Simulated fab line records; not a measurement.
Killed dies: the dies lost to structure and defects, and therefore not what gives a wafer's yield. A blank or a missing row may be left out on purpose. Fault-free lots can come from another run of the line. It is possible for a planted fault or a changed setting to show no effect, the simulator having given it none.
fab line records	flow sky130
[record] lots = 5	wafers = 15	last_day = 51
route steps=708 shown CONTACT@426 METAL1@434 PAD_OPEN@708
lots untouched by any fault: they come from a run of this same line in which no faults occurred
start_h: hours from the record's first day to the start of the lot's first wafer shown	wait_h: time in hours since the lot's previous step	" same as the row above	L1.1+2: a row that stands for several wafers	- no value present, or no start provided	* or withheld: withheld	< > ~ a bound
route shown NAME@n: NAME is a module with steps in the file, n the number in the route of the first one	usual: the fault-free wafers' mean and standard deviation	same: alike in all rows	chamber/n: place in a boat	sites: per-site readings	_std_site: the values' standard deviation	_edge_site: inner sites' mean taken away from outer sites' mean	radius_mm: for every site, how far away it sits from the centre of the wafer	mask NAME#n: copy n	behind: the most recent tool/chamber to have shaped the wafer	hold: the reason the lot was held/the length of the hold in hours/how it ended	device: which transistor (n, p or np) failed to switch	end of line: tests run on the same wafers once the route is complete	step lacking rows: just its recipe	killed: at the first sort, the dies lost to defects and structure; wafer yield is something else	map: dies across one wafer; x = killed, . = not, _ = none there
set.NAME: the run value of the setting; set.NAME@STEP: its run value at that earlier step	model.NAME: the simulator's own value behind a step, which no gauge read
a table for each step, a row for each wafer; lots at some steps of the route
services: a tool's chamber out of use, with start hour (start_h, from the record's first day; less than 0 if before it), hours out, and reason
[[steps]]
[step SKY_CONTACT_STRIP_20]
[recipe] chemistry = post_etch_residue_remover	time_s = 1200	temp_c = 72.5
[step SKY_CONTACT_CLEAN_21]
[recipe] chemistry = IPA	time_s = 180	temp_c = 25
[step SKY_CONTACT_CLEAN_22]
[recipe] chemistry = O3/DIW	dry = n2_spin
[step SKY_CONTACT_SPUTTER_23]
[recipe] material = TiN	target_thk_nm = 20	chamber_pressure_pa = 5	power_w = 4000	time_s = 80
[step SKY_CONTACT_CVD_24]
[recipe] material = W	target_thk_nm = 340	time_s = 102.12	temp_c = 400	pressure_torr = 40
[step SKY_CONTACT_RS_MEAS_25]
[recipe] thk_meas_gauge = four-point-probe	reads = W_of_CONTACT_CVD_24+TiN_of_CONTACT_SPUTTER_23
[usual] CONTACT_W_RS = 0.338/0.0036
lot.wafer	tool	chamber	start_h	wait_h	CONTACT_W_RS[ohm/sq]
L252.2	film_metro-04	-	773.48	0.1	0.338
L252.4	"	-	"	"	0.337
L252.6	"	-	"	"	0.339
L263.1	film_metro-04	-	850.21	0.1	0.340
L263.2	"	-	"	"	0.338
L263.4	"	-	"	"	0.338
L268.2	film_metro-02	-	882.64	0.1	0.336
L268.3	"	-	"	"	0.334
L268.4	"	-	"	"	0.338
L269.2	film_metro-03	-	888.48	0.1	0.342
L269.4	"	-	"	"	0.344
L269.6	"	-	"	"	0.343
L273.1	film_metro-04	-	917.31	0.1	0.335
L273.2	"	-	"	"	0.325
L273.3	"	-	"	"	0.331
[step SKY_CONTACT_THK_MEAS_26]
[recipe] thk_meas_gauge = xrf	reads = W_of_CONTACT_CVD_24
[usual] CONTACT_W_THK = 358/4.9
lot.wafer	tool	chamber	start_h	wait_h	CONTACT_W_THK[nm]
L252.2	film_metro-04	-	773.59	0.1	358
L252.4	"	-	"	"	358
L252.6	"	-	"	"	358
L263.1	film_metro-04	-	850.33	0.1	353
L263.2	"	-	"	"	355
L263.4	"	-	"	"	357
L268.2	film_metro-02	-	882.75	0.1	358
L268.3	"	-	"	"	361
L268.4	"	-	"	"	356
L269.2	film_metro-03	-	888.59	0.1	355
L269.4	"	-	"	"	353
L269.6	"	-	"	"	352
L273.1	film_metro-04	-	917.43	0.1	361
L273.2	"	-	"	"	375
L273.3	"	-	"	"	369
[step SKY_CONTACT_CMP_27]
[recipe] stop_on = SiO2	t_overpolish_s = 15	down_force_psi = 3.5	platen_rpm = 60	target_thk_nm = 0	pad_velocity_m_s = 0.94248
[usual] motor_current_A = 11.1/1.2	overpolish_run_s = 15.001/0.0097	time_to_endpoint_s = 82.0/2.9
lot.wafer	tool	chamber	start_h	wait_h	motor_current_A	overpolish_run_s	time_to_endpoint_s
L252.4	cmp-01	3	773.74	0.1	10.5	15.011	78.9
L252.2	"	0	"	"	9.5	15.013	84.6
L252.6	"	2	"	"	11.4	15.005	81.8
L263.2	cmp-01	2	850.39	0.0	12.0	15.000	80.4
L263.1	"	3	"	"	10.3	15.006	84.6
L263.4	"	1	"	"	10.7	15.006	81.4
L268.4	cmp-01	0	882.80	0.0	9.5	15.006	84.8
L268.3	"	1	"	"	10.6	14.989	81.8
L268.2	"	3	"	"	10.6	15.015	81.8
L269.2	cmp-02	0	888.64	0.0	9.5	14.993	77.2
L269.4	"	3	"	"	12.0	14.990	78.4
L269.6	"	0	"	"	9.5	15.002	78.1
L273.2	cmp-02	3	917.49	0.0	11.8	15.016	87.9
L273.1	"	1	"	"	12.4	14.994	83.1
L273.3	"	2	"	"	12.1	14.997	87.4
[step SKY_METAL1_SPUTTER_00]
[recipe] material = Ti	target_thk_nm = 15	power_w = 3000	time_s = 10	chamber_pressure_pa = 0.4
[step SKY_METAL1_SPUTTER_01]
[recipe] material = TiN	target_thk_nm = 20	power_w = 6500	time_s = 16.7	chamber_pressure_pa = 0.4
[step SKY_METAL1_SPUTTER_02]
[recipe] material = AlCu	target_thk_nm = 250	power_w = 10600	time_s = 13.3	chamber_pressure_pa = 0.4
[usual] throttle_valve_pct = 30.0/1.1
lot.wafer	tool	chamber	start_h	wait_h	throttle_valve_pct
L252.2	pvd_sputter-04	-	773.98	0.0	30.6
L252.4	"	-	"	"	30.8
L252.6	"	-	"	"	30.6
L263.1	pvd_sputter-04	-	850.74	0.0	28.6
L263.2	"	-	"	"	30.5
L263.4	"	-	"	"	28.8
L268.2	pvd_sputter-01	-	883.15	0.0	29.9
L268.3	"	-	"	"	30.7
L268.4	"	-	"	"	31.1
L269.2	pvd_sputter-01	-	888.99	0.0	30.9
L269.4	"	-	"	"	30.1
L269.6	"	-	"	"	31.0
L273.1	pvd_sputter-01	-	917.83	0.0	28.2
L273.2	"	-	"	"	30.7
L273.3	"	-	"	"	30.8
[step SKY_METAL1_SPUTTER_03]
[recipe] material = Ti	target_thk_nm = 5	power_w = 3000	time_s = 3.3	chamber_pressure_pa = 0.4
[step SKY_METAL1_SPUTTER_04]
[recipe] material = TiN	target_thk_nm = 70	power_w = 6500	time_s = 58.3	chamber_pressure_pa = 0.4
[usual] throttle_valve_pct = 30.0/1.1
lot.wafer	tool	chamber	start_h	wait_h	throttle_valve_pct	model.TiN_of_METAL1_SPUTTER_04.thk_nm
L252.2	pvd_sputter-04	-	774.03	0.0	30.6	70.3
L252.4	"	-	"	"	31.0	69.91
L252.6	"	-	"	"	30.5	70.22
L263.1	pvd_sputter-04	-	850.78	0.0	28.2	68.24
L263.2	"	-	"	"	30.3	97.44
L263.4	"	-	"	"	28.7	97.45
L268.2	pvd_sputter-01	-	883.19	0.0	30.2	70.58
L268.3	"	-	"	"	30.7	70.67
L268.4	"	-	"	"	31.0	70.66
L269.2	pvd_sputter-01	-	889.03	0.0	30.7	70.17
L269.4	"	-	"	"	30.2	69.79
L269.6	"	-	"	"	30.8	70.02
L273.1	pvd_sputter-01	-	917.88	0.0	28.2	69.91
L273.2	"	-	"	"	30.7	69.97
L273.3	"	-	"	"	31.1	71.07
[step SKY_METAL1_RS_MEAS_05]
[recipe] thk_meas_gauge = four-point-probe	reads = TiN_of_METAL1_SPUTTER_04+Ti_of_METAL1_SPUTTER_03+AlCu_of_METAL1_SPUTTER_02+TiN_of_METAL1_SPUTTER_01+Ti_of_METAL1_SPUTTER_00
[usual] METAL1_ALCU_RS = 0.1259/0.0012
lot.wafer	tool	chamber	start_h	wait_h	METAL1_ALCU_RS[ohm/sq]
L252.2	film_metro-01	-	774.10	0.0	0.1250
L252.4	"	-	"	"	0.1266
L252.6	"	-	"	"	0.1250
L263.1	film_metro-04	-	850.83	0.0	0.1257
L263.2	"	-	"	"	0.1247
L263.4	"	-	"	"	0.1248
L268.2	film_metro-01	-	883.26	0.0	0.1260
L268.3	"	-	"	"	0.1258
L268.4	"	-	"	"	0.1243
L269.2	film_metro-01	-	889.10	0.0	0.1278
L269.4	"	-	"	"	0.1271
L269.6	"	-	"	"	0.1267
L273.1	film_metro-01	-	917.93	0.0	0.1259
L273.2	"	-	"	"	0.1268
L273.3	"	-	"	"	0.1252
[step SKY_METAL1_THK_MEAS_06]
[recipe] thk_meas_gauge = xrf	reads = AlCu_of_METAL1_SPUTTER_02
[usual] METAL1_ALCU_THK = 252.0/2.9
lot.wafer	tool	chamber	start_h	wait_h	METAL1_ALCU_THK[nm]
L252.2	film_metro-01	-	774.21	0.1	253.6
L252.4	"	-	"	"	251.9
L252.6	"	-	"	"	253.5
L263.1	film_metro-04	-	850.95	0.1	251.1
L263.2	"	-	"	"	239.5
L263.4	"	-	"	"	239.0
L268.2	film_metro-01	-	883.37	0.1	255.0
L268.3	"	-	"	"	253.5
L268.4	"	-	"	"	253.8
L269.2	film_metro-01	-	889.21	0.1	249.0
L269.4	"	-	"	"	249.9
L269.6	"	-	"	"	250.2
L273.1	film_metro-01	-	918.05	0.1	254.6
L273.2	"	-	"	"	253.5
L273.3	"	-	"	"	252.5
[step SKY_METAL1_DEHYDRATE_07]
[recipe] temp_c = 200	time_s = 60
[step SKY_METAL1_HMDS_08]
[recipe] prime_time_s = 60	prime_temp_c = 120
[step SKY_METAL1_COAT_09]
[recipe] resist = BARC	temp_c = withheld	time_s = withheld	spin_rpm = 3000	resist_thk_nm = 60
[step SKY_METAL1_COAT_10]
[recipe] resist = KrF-thick	spin_rpm = 3000	resist_thk_nm = 450
[step SKY_METAL1_SOFTBAKE_11]
[recipe] temp_c = 100	time_s = 90	resist = KrF-thick
[step SKY_METAL1_EXPOSE_12]
[recipe] mask_id = MM1	na = 0.8	source_shape = annular	sigma_inner = 0.55	sigma_outer = 0.85	target_cd_nm = 140	dose_mj = 28
[step SKY_METAL1_PEB_13]
[recipe] peb_temp_c = withheld	peb_time_s = withheld	resist = KrF-thick
[step SKY_METAL1_DEVELOP_14]
[recipe] develop_time_s = 60	resist = KrF-thick	dev_temp_c = 21
[step SKY_METAL1_CD_MEAS_15]
[recipe] target_cd_nm = 140
[usual] cd_nm = 139.6/1.4
lot.wafer	tool	chamber	start_h	wait_h	cd_nm
L252.2	cd_sem-02	-	801.78	-	138.4
L252.4	"	-	"	"	138.8
L252.6	"	-	"	"	139.3
L263.1	cd_sem-02	-	877.22	-	138.8
L263.2	"	-	"	"	138.7
L263.4	"	-	"	"	139.4
L268.2	cd_sem-01	-	909.08	-	142.3
L268.3	"	-	"	"	141.7
L268.4	"	-	"	"	139.1
L269.2	cd_sem-01	-	915.24	-	138.8
L269.4	"	-	"	"	139.4
L269.6	"	-	"	"	139.1
L273.1	cd_sem-01	-	943.22	-	139.5
L273.2	"	-	"	"	139.2
L273.3	"	-	"	"	140.1
[step SKY_METAL1_OVL_MEAS_16]
[usual] METAL1_OVL = 0/5.6
lot.wafer	tool	chamber	start_h	wait_h	METAL1_OVL[nm]
L252.2	overlay-02	-	801.89	0.1	7
L252.4	"	-	"	"	7
L252.6	"	-	"	"	10
L263.1	overlay-02	-	877.34	0.1	3
L263.2	"	-	"	"	-8
L263.4	"	-	"	"	-14
L268.2	overlay-01	-	909.18	0.1	6
L268.3	"	-	"	"	8
L268.4	"	-	"	"	11
L269.2	overlay-01	-	915.34	0.1	9
L269.4	"	-	"	"	16
L269.6	"	-	"	"	11
L273.1	overlay-02	-	943.34	0.1	-1
L273.2	"	-	"	"	8
L273.3	"	-	"	"	0
[step SKY_METAL1_DESCUM_17]
[recipe] chemistry = O2	source_power_w = 150	bias_power_w = 0	pressure_mtorr = 10	temp_c = 40	time_s = 8
[step SKY_METAL1_ETCH_18]
[recipe] chemistry = N2/H2	target = BARC	ion_energy_ev = 200	bias_w = 100	pressure_mtorr = 30	n2_flow_sccm = 100	h2_flow_sccm = 200	icp_w = 500	stop_on = SiO2	time_s = 45.9	target_depth_a = 600
[usual] drypump_motor_current_A = 5.94/0.16	n2_flow_sccm = 100.0/0.36	oes_product_au = 0.856/0.0048	throttle_valve_pct = 13.224/0.0085
lot.wafer	tool	chamber	start_h	wait_h	drypump_motor_current_A	n2_flow_sccm	oes_product_au	rf_hours_counter_h	throttle_valve_pct
L252.2	rie_metal-02	1	801.95	0.0	6.12	100.2	0.849	10	13.220
L252.4	"	1	"	"	6.06	99.9	0.850	-	13.223
L252.6	"	1	"	"	6.07	99.7	0.850	-	13.204
L263.1	rie_metal-01	1	877.41	0.0	6.05	99.8	0.867	16	13.222
L263.2	"	0	"	"	5.78	100.4	0.854	10	13.220
L263.4	"	0	"	"	5.78	100.0	0.860	-	13.227
L268.2	rie_metal-01	0	909.24	0.0	5.79	99.7	0.854	10	13.221
L268.3	"	0	"	"	5.79	99.7	0.858	-	13.220
L268.4	"	1	"	"	6.05	100.7	0.857	-	13.227
L269.2	rie_metal-02	0	915.41	0.0	5.88	100.0	0.853	6	13.227
L269.4	"	1	"	"	6.12	99.6	0.856	-	13.212
L269.6	"	0	"	"	5.88	99.8	0.858	-	13.226
L273.1	rie_metal-03	1	943.41	0.0	5.62	100.3	0.852	14	13.223
L273.2	"	0	"	"	6.23	100.2	0.856	4	13.220
L273.3	"	1	"	"	5.65	100.3	0.856	-	13.219
[step SKY_METAL1_METAL_ETCH_19]
[recipe] target_depth_a = 3600	stop_on = SiO2	over_etch_frac = 0.3	time_s = 78	chemistry = Cl2/BCl3	resist_sidewall_deg = 88	pressure_mtorr = 10	icp_w = 900	bias_w = 48.5	Cl2_flow_sccm = 60	bcl3_flow_sccm = 30
[usual] drypump_motor_current_A = 5.94/0.16	oes_product_au = 0.857/0.0053	throttle_valve_pct = 22.263/0.0089
lot.wafer	tool	chamber	start_h	wait_h	drypump_motor_current_A	oes_product_au	rf_hours_counter_h	throttle_valve_pct
L252.2	rie_metal-02	1	802.01	0.0	6.08	0.862	10	22.254
L252.4	"	1	"	"	6.02	0.856	-	22.265
L252.6	"	1	"	"	6.08	0.863	-	22.264
L263.1	rie_metal-01	1	877.47	0.0	6.05	0.860	16	22.270
L263.2	"	0	"	"	5.79	0.841	10	22.260
L263.4	"	0	"	"	5.78	0.839	-	22.278
L268.2	rie_metal-01	0	909.31	0.0	5.77	0.861	10	22.279
L268.3	"	0	"	"	5.78	0.866	-	22.269
L268.4	"	1	"	"	6.03	0.848	-	22.266
L269.2	rie_metal-02	0	915.47	0.0	5.87	0.852	6	22.268
L269.4	"	1	"	"	6.02	0.853	-	22.263
L269.6	"	0	"	"	5.89	0.858	-	22.265
L273.1	rie_metal-03	1	943.47	0.0	5.64	0.859	14	22.244
L273.2	"	0	"	"	6.22	0.856	4	22.268
L273.3	"	1	"	"	5.65	0.871	-	22.267
[step SKY_METAL1_STRIP_20]
[recipe] chemistry = O2/N2	power_w = 1400	pressure_mtorr = 1500	platen_temp_c = withheld	o2_flow_sccm = 3000	n2_flow_sccm = 300	overash_fraction = 0.5
[usual] drypump_motor_current_A = 5.6/0.4	n2_flow_sccm = 300.0/0.94	oes_product_au = 0.343/0.0046	strip_time_to_endpoint_s = 2.693/0.028
lot.wafer	tool	chamber	start_h	wait_h	drypump_motor_current_A	n2_flow_sccm	oes_product_au	rf_hours_counter_h	strip_time_to_endpoint_s
L252.2	plasma_asher-01	0	802.10	0.1	6.0	300.7	0.336	6	2.695
L252.4	"	1	"	"	5.1	300.9	0.342	-	2.679
L252.6	"	0	"	"	6.0	299.8	0.344	-	2.666
L263.1	plasma_asher-01	1	877.56	0.1	5.1	299.8	0.346	13	2.616
L263.2	"	0	"	"	6.0	299.3	0.337	13	2.679
L263.4	"	0	"	"	6.0	300.8	0.346	-	2.681
L268.2	plasma_asher-01	0	909.40	0.1	5.9	299.8	0.341	16	2.724
L268.3	"	0	"	"	6.0	301.3	0.344	-	2.739
L268.4	"	1	"	"	5.2	299.7	0.345	-	2.695
L269.2	plasma_asher-03	0	915.56	0.1	5.4	300.1	0.344	52	2.707
L269.4	"	1	"	"	5.2	300.4	0.338	-	2.693
L269.6	"	0	"	"	5.4	298.4	0.340	-	2.686
L273.1	plasma_asher-02	1	943.56	0.1	6.1	301.3	0.338	83	2.662
L273.2	"	0	"	"	5.9	299.7	0.339	83	2.680
L273.3	"	1	"	"	6.1	301.2	0.340	-	2.637
[step SKY_METAL1_STRIP_21]
[recipe] chemistry = post_etch_residue_remover	time_s = 1200	temp_c = 72.5
[usual] bath_guard_temp_C = 72.4/0.63
lot.wafer	tool	chamber	start_h	wait_h	bath_guard_temp_C	model.TiN_of_METAL1_SPUTTER_04.thk_nm
L252.2	wet_bench-02	1	802.20	0.1	72.9	69.88
L252.4	"	1	"	"	72.7	69.49
L252.6	"	1	"	"	72.8	69.8
L263.1	wet_bench-04	1	877.66	0.1	72.6	67.82
L263.2	"	1	"	"	72.5	97.01
L263.4	"	1	"	"	72.8	97.04
L268.2	wet_bench-03	0	909.50	0.1	72.7	70.15
L268.3	"	0	"	"	72.8	70.24
L268.4	"	0	"	"	72.7	70.23
L269.2	wet_bench-04	2	915.66	0.1	73.0	69.75
L269.4	"	2	"	"	72.5	69.37
L269.6	"	2	"	"	73.2	69.6
L273.1	wet_bench-04	1	943.66	0.1	72.8	69.49
L273.2	"	1	"	"	72.8	69.54
L273.3	"	1	"	"	72.3	70.64
[step SKY_METAL1_CLEAN_22]
[recipe] chemistry = IPA	time_s = 180	temp_c = 25
[step SKY_PAD_OPEN_PROBE_99]
[usual] defect_limited_yield = 82.3/1.8	killed_at_M0_to_M3 = 43/6.9	killed_at_M4_up = 3.2/1.6	killed_at_contacts = 25/5.1	killed_at_front_end = 16/4.5	killed_at_other = 0.3/0.68	killed_dies = 87/8.9	killed_open = 48/6.9	killed_short = 39/6.3	sort_bin_3_pad_short = 0.8/0.4	sort_bin_5_function = 10.5/1.4	sort_bin_6_memory = 6.4/1.1	sort_n_pass = 405/8.9	sort_yield_pct = 82.3/1.8
[same] gross_dies = 492	killed_at_back_side = 0	sort_bin_4_leakage[%] = 0	sort_bin_8_speed[%] = 0
lot.wafer	tool	chamber	start_h	wait_h	defect_limited_yield[%]	killed_at_M0_to_M3	killed_at_M4_up	killed_at_contacts	killed_at_front_end	killed_at_other	killed_dies	killed_open	killed_short	sort_bin_3_pad_short[%]	sort_bin_5_function[%]	sort_bin_6_memory[%]	sort_n_pass	sort_yield_pct[%]	model.etest.via1_chain.rc_ohm
L252.2	prober-02	-	1114.63	0.1	81.3	31	6	34	21	0	92	51	41	1.0	10.6	7.1	400	81.3	16.3
L252.4	prober-02	-	1114.73	0.2	83.5	44	2	18	17	0	81	45	36	1.4	10.6	4.5	411	83.5	16.57
L252.6	prober-02	-	1114.83	0.2	79.7	55	4	17	23	1	100	50	50	1.4	10.2	8.7	392	79.7	17.12
L263.1	prober-02	-	1170.49	0.1	83.9	26	4	33	15	1	79	44	34	0.8	9.8	5.5	413	83.9	16.08
L263.2	prober-02	-	1170.54	0.1	83.1	48	4	16	14	1	83	43	39	0.2	10.6	6.1	409	83.1	18.64
L263.4	prober-02	-	1170.64	0.2	82.7	40	0	19	26	0	85	45	40	0.6	10.8	5.9	407	82.7	18.09
L268.2	prober-01	-	1190.94	0.1	81.7	43	3	20	24	0	90	41	47	2.0	9.6	6.7	402	81.7	16
L268.3	prober-01	-	1190.99	0.2	81.5	48	4	27	11	1	91	45	46	0.6	13.0	4.9	401	81.5	16.71
L268.4	prober-01	-	1191.04	0.2	80.5	53	4	22	17	0	96	51	45	0.8	11.8	6.9	396	80.5	16.25
L269.2	prober-02	-	1196.02	0.1	84.6	38	5	23	10	0	76	43	33	0.8	8.9	5.7	416	84.6	16.73
L269.4	prober-02	-	1196.12	0.2	83.1	34	5	27	17	0	83	48	35	0.6	11.8	4.5	409	83.1	16.36
L269.6	prober-02	-	1196.22	0.2	81.3	50	4	25	13	0	92	53	39	0.8	11.2	6.7	400	81.3	17.48
L273.1	prober-02	-	1213.03	0.1	82.1	45	6	19	17	1	88	53	35	0.4	10.8	6.7	404	82.1	16.25
L273.2	prober-02	-	1213.08	0.1	80.7	48	1	29	17	0	95	44	51	0.8	12.2	6.3	397	80.7	16.65
L273.3	prober-02	-	1213.13	0.2	86.8	31	1	19	14	0	65	34	31	0.4	8.3	4.5	427	86.8	17.43
// killed by level:class
L252.2 LI_CONTACT:geometric_particle:open=10 CONTACT:geometric_particle:open=10 VIA1:geometric_particle:open=7 FIELD_ISO:geometric_particle:open=6 CONTACT:geometric_particle:short=6 VIA3:geometric_particle:open=6 METAL4:geometric_particle:short=6 POLY_GATE:geometric_particle:open=5
L252.4 VIA1:geometric_particle:open=13 FIELD_ISO:geometric_particle:short=7 CONTACT:geometric_particle:open=7 VIA1:geometric_particle:short=7 VIA3:geometric_particle:open=5 FIELD_ISO:geometric_particle:open=4 METAL1:geometric_particle:short=4 VIA3:geometric_particle:short=4
L252.6 VIA1:geometric_particle:open=12 FIELD_ISO:geometric_particle:open=7 VIA1:geometric_particle:short=7 METAL2:geometric_particle:short=7 LOCAL_INTERCONNECT:geometric_particle:short=6 METAL1:geometric_particle:open=5 METAL1:geometric_particle:short=5 POLY_GATE:geometric_particle:open=4
L263.1 CONTACT:geometric_particle:open=10 CONTACT:geometric_particle:short=9 LI_CONTACT:geometric_particle:open=7 VIA2:geometric_particle:open=7 VIA1:geometric_particle:open=5 FIELD_ISO:geometric_particle:short=4 LOCAL_INTERCONNECT:geometric_particle:short=4 METAL1:geometric_particle:short=4
L263.2 VIA1:geometric_particle:open=12 METAL1:geometric_particle:short=9 CONTACT:geometric_particle:open=8 METAL2:geometric_particle:short=8 FIELD_ISO:geometric_particle:open=5 POLY_GATE:geometric_particle:open=5 VIA3:geometric_particle:short=5 CONTACT:geometric_particle:short=3
L263.4 FIELD_ISO:geometric_particle:short=14 CONTACT:geometric_particle:open=11 VIA1:geometric_particle:open=10 FIELD_ISO:geometric_particle:open=9 METAL1:geometric_particle:short=6 VIA3:geometric_particle:open=5 LI_CONTACT:geometric_particle:open=4 VIA1:geometric_particle:short=4
L268.2 VIA1:geometric_particle:short=8 VIA1:geometric_particle:open=8 METAL1:geometric_particle:short=7 FIELD_ISO:geometric_particle:open=6 CONTACT:geometric_particle:short=6 VIA3:geometric_particle:open=6 FIELD_ISO:geometric_particle:short=5 LI_CONTACT:geometric_particle:open=5
L268.3 CONTACT:geometric_particle:open=8 VIA1:geometric_particle:open=8 LI_CONTACT:geometric_particle:open=7 VIA3:geometric_particle:short=5 CONTACT:geometric_particle:short=5 VIA2:geometric_particle:short=5 METAL1:geometric_particle:short=5 VIA1:geometric_particle:short=5
L268.4 VIA3:geometric_particle:open=11 VIA1:geometric_particle:open=8 METAL2:geometric_particle:short=7 POLY_GATE:geometric_particle:short=6 CONTACT:geometric_particle:short=6 LI_CONTACT:geometric_particle:open=6 VIA1:geometric_particle:short=6 VIA2:geometric_particle:open=6
L269.2 CONTACT:geometric_particle:open=10 VIA1:geometric_particle:open=7 VIA2:geometric_particle:open=7 METAL1:geometric_particle:short=6 VIA3:geometric_particle:open=6 POLY_GATE:geometric_particle:short=5 LI_CONTACT:geometric_particle:open=5 LOCAL_INTERCONNECT:geometric_particle:short=3
L269.4 CONTACT:geometric_particle:open=12 VIA1:geometric_particle:open=12 LI_CONTACT:geometric_particle:open=7 LOCAL_INTERCONNECT:geometric_particle:short=5 POLY_GATE:geometric_particle:short=4 SPACER:geometric_particle:short=4 METAL3:geometric_particle:short=4 VIA1:geometric_particle:short=3
L269.6 VIA1:geometric_particle:open=14 VIA2:geometric_particle:open=8 CONTACT:geometric_particle:open=7 CONTACT:geometric_particle:short=7 LI_CONTACT:geometric_particle:open=6 METAL3:geometric_particle:short=6 FIELD_ISO:geometric_particle:short=5 POLY_GATE:geometric_particle:open=5
L273.1 CONTACT:geometric_particle:open=11 VIA3:geometric_particle:open=10 VIA1:geometric_particle:open=9 FIELD_ISO:geometric_particle:open=5 METAL2:geometric_particle:short=5 FIELD_ISO:geometric_particle:short=4 LI_CONTACT:geometric_particle:open=4 VIA3:geometric_particle:short=4
L273.2 VIA1:geometric_particle:short=11 CONTACT:geometric_particle:open=10 VIA1:geometric_particle:open=8 LI_CONTACT:geometric_particle:open=7 METAL1:geometric_particle:short=7 LOCAL_INTERCONNECT:geometric_particle:short=6 FIELD_ISO:geometric_particle:short=5 POLY_GATE:geometric_particle:short=5
L273.3 LOCAL_INTERCONNECT:geometric_particle:short=6 VIA2:geometric_particle:open=6 FIELD_ISO:geometric_particle:open=5 LI_CONTACT:geometric_particle:open=5 VIA3:geometric_particle:open=5 CONTACT:geometric_particle:open=5 METAL2:geometric_particle:short=5 SONOS_ONO:geometric_particle:short=3
[[services]]
tool	chamber	start_h	hours	kind
plasma_asher-03	-	755.00	2.8	pm
cmp-02	-	775.01	7.7	pm
plasma_asher-03	-	791.15	0.8	repair
rie_metal-03	0	804.88	-	clean
rie_metal-03	0	804.88	20.7	scheduled_down
rie_metal-03	0	804.88	20.7	vent_cycle
cmp-01	-	813.45	2.8	repair
rie_metal-01	-	829.61	0.4	repair
plasma_asher-02	-	837.47	0.3	repair
cmp-02	-	851.84	4.1	pm
plasma_asher-02	-	862.05	0.6	repair
pvd_sputter-04	-	867.48	2.8	repair
plasma_asher-02	-	867.50	2.8	pm
plasma_asher-01	-	881.08	1.8	repair
wet_bench-04	-	896.15	5.6	repair
cmp-02	-	909.76	1.3	repair
cmp-01	-	912.02	4.0	pm
cmp-01	-	916.02	-	consumable_replace:conditioner
cmp-01	-	916.02	-	consumable_replace:pad
rie_metal-01	1	928.90	-	clean
rie_metal-01	1	928.90	18.7	scheduled_down
rie_metal-01	1	928.90	18.7	vent_cycle
cmp-01	-	936.09	4.3	pm
plasma_asher-01	-	940.85	2.7	repair
[[key]]
[first_sign] step = SKY_METAL1_THK_MEAS_06	reading = METAL1_ALCU_THK	direction = down	sigmas = 4.4	usual = 252.0	struck = 239.2
effect none on later readings
[model_effect] step = SKY_METAL1_SPUTTER_04	value = TiN_of_METAL1_SPUTTER_04.thk_nm	without = 68.59	struck = 97.44
[model_effect] step = SKY_METAL1_STRIP_21	value = TiN_of_METAL1_SPUTTER_04.thk_nm	without = 68.17	struck = 97.03
[model_effect] step = SKY_PAD_OPEN_PROBE_99	value = etest.via1_chain.rc_ohm	without = 16.87	struck = 18.37
met_at SKY_METAL1_SPUTTER_04
struck_wafers L263.2,L263.4
onset_between 774.03 850.78
[fault] kind = process_parameter_drift	tool = pvd_sputter-04	chamber = -	onset_h = 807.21	steps = SKY_METAL1_SPUTTER_04	channel = target_thk_nm	offset = 28.856	shape = step	end_h = 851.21	scope = struck_wafers_only	acts_in = these_recipes_only	stated = 70
